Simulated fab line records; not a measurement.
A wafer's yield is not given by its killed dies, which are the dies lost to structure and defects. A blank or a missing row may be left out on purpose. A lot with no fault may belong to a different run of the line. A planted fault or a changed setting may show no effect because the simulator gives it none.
Chamber matching    flow gf180mcu    GF_V2_ETCH_16 on rie-diel-02 has 4 sister chambers
The step etches BARC in N2/H2. 14 wafers are shown with their chamber, then 7 later ones without.

== WAFERS PAIRED WITH THEIR CHAMBERS ==
wafer   chamber  drypump-motor-current-A (A)  throttle-valve-pct (%)  oes-product-au (a.u.)
L480.2  0        5.6                          13.226                  0.850
L480.3  3        6.5                          13.218                  0.857
L480.4  2        5.2                          13.238                  0.850
L481.1  3        6.5                          13.215                  0.856
L481.2  2        5.3                          13.237                  0.850
L481.6  1        5.6                          13.217                  0.860
L484.1  1        5.6                          13.221                  0.854
L484.4  3        6.5                          13.222                  0.860
L484.6  2        5.2                          13.234                  0.865
L485.3  0        5.6                          13.239                  0.857
L485.5  1        5.6                          13.211                  0.858
L485.6  0        5.6                          13.220                  0.850
L495.2  2        5.3                          13.220                  0.854
L495.4  1        5.6                          13.223                  0.863

SIGNATURES, as means of the wafers listed above
reading                  chamber 0  chamber 1  chamber 2  chamber 3  scatter within a chamber
drypump-motor-current-A  5.600      5.600      5.250      6.500      0.0316
throttle-valve-pct       13.22833   13.21800   13.23225   13.21833   0.00711
oes-product-au           0.85233    0.85875    0.85475    0.85767    0.00485
Rule: for each reading, subtract the chamber's mean from the wafer's reading, divide by that reading's scatter and square the result; add these up over the readings and take the root, which gives the wafer's distance from the chamber. The wafer belongs to the nearest chamber; if the next one is less than 2 further off, it can't be placed. How the scatter is found: for the shown wafers, subtract from each reading the mean of its chamber, square and add these, divide the total by (wafers less chambers), then take the root.

== WAFERS WITH NO CHAMBER GIVEN ==
wafer   drypump-motor-current-A (A)  throttle-valve-pct (%)  oes-product-au (a.u.)
L495.5  5.3                          13.221                  0.853
L499.1  5.6                          13.233                  0.850
L499.2  6.5                          13.228                  0.853
L499.3  5.2                          13.230                  0.856
L500.2  5.3                          13.212                  0.854
L500.3  5.7                          13.220                  0.851
L500.4  5.6                          13.242                  0.856

== CHAMBER TAKEN BY EACH ==
wafer   from the rows above      in truth
L495.5  2                        2
L499.1  can't be placed: 0 or 1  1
L499.2  3                        3
L499.3  2                        2
L500.2  2                        2
L500.3  can't be placed: 0 or 1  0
L500.4  can't be placed: 0 or 1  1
4 of 7 placed correctly. Can't be placed from these rows: 3 (the true chamber is among the candidates in 3). 0 placed wrongly.
